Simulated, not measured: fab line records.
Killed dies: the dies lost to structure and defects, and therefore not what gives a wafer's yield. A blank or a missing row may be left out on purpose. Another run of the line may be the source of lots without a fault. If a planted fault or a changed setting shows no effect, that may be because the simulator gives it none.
One fault seen from 2 desks + flow sfqLine + every desk sees just its own numbers, and what lay behind them comes last

THE METROLOGY DESK
What the gauges read for every lot (on any tool): the sampled wafers with a number, averaged. Marked OUT: a lot whose mean sits more than 4 standard deviations from the usual mean, which makes it out of limits; the brackets give that distance.
Columns: A = M7_OVL at SFQ_M7_OVL_MEAS_945, usual -6 nm; B = I7_BOW at SFQ_I7_BOW_MEAS_946, usual 8 um; C = I7_OVL at SFQ_I7_OVL_MEAS_947, usual 2 nm; D = M8_OVL at SFQ_M8_OVL_MEAS_948, usual 0 nm; E = M8_AU_RS at SFQ_M8_RS_MEAS_949, usual 0.1539 ohm/sq; F = M8_AU_THK at SFQ_M8_THK_MEAS_950, usual 183.5 nm; G = M8_BOW at SFQ_M8_BOW_MEAS_951, usual 9 um
| lot  | first seen here | A   | B   | C  | D  | E      | F     | G   |
|------|-----------------|-----|-----|----|----|--------|-------|-----|
| L767 | day 66 00:49    | -10 | 0   | 1  | -2 | 0.1531 | 185.1 | 2   |
| L773 | day 66 23:34    | -6  | 3   | -4 | 5  | 0.1551 | 182.8 | 5   |
| L776 | day 67 03:17    | -3  | -16 | -1 | -1 | 0.1536 | 184.3 | -15 |
| L778 | day 67 05:41    | -10 | 18  | -5 | -6 | 0.1539 | 183.8 | 20  |
| L783 | day 72 05:15    | 3   | 13  | 3  | 0  | 0.1546 | 182.0 | 15  |
| L784 | day 72 14:44    | -3  | 2   | 1  | -5 | 0.1540 | 182.8 | 4   |
This desk found nothing out of limits on any of the 6 lots.

TOOL OWNER'S DESK, cmp-01
The tool's own readings at SFQ_TRILAYER_I7_CMP_CMP_184 (polishes SiO2): means of the sampled wafers that have a number, for each lot that ran on this tool. Marked OUT: a lot whose mean sits more than 4 standard deviations from the usual mean, which makes it out of limits; the brackets give that distance.
Columns: A = motorCurrentA at SFQ_TRILAYER_I7_CMP_CMP_184, usual 10.5 A; B = timeToEndpointS at SFQ_TRILAYER_I7_CMP_CMP_184, usual 221 s
| lot  | first seen here | A    | B   |
|------|-----------------|------|-----|
| L767 | day 66 02:24    | 10.5 | 227 |
| L773 | day 67 01:48    | 10.1 | 223 |
| L776 | day 67 06:48    | 10.9 | 235 |
| L778 | day 67 13:48    | 11.0 | 242 |
This desk found nothing out of limits on any of the 4 lots.

PUT TOGETHER
Nothing out of limits was seen by the metrology desk.
The desk of the tool owner found nothing out of limits.

WHAT THE SIMULATOR HAD INSERTED
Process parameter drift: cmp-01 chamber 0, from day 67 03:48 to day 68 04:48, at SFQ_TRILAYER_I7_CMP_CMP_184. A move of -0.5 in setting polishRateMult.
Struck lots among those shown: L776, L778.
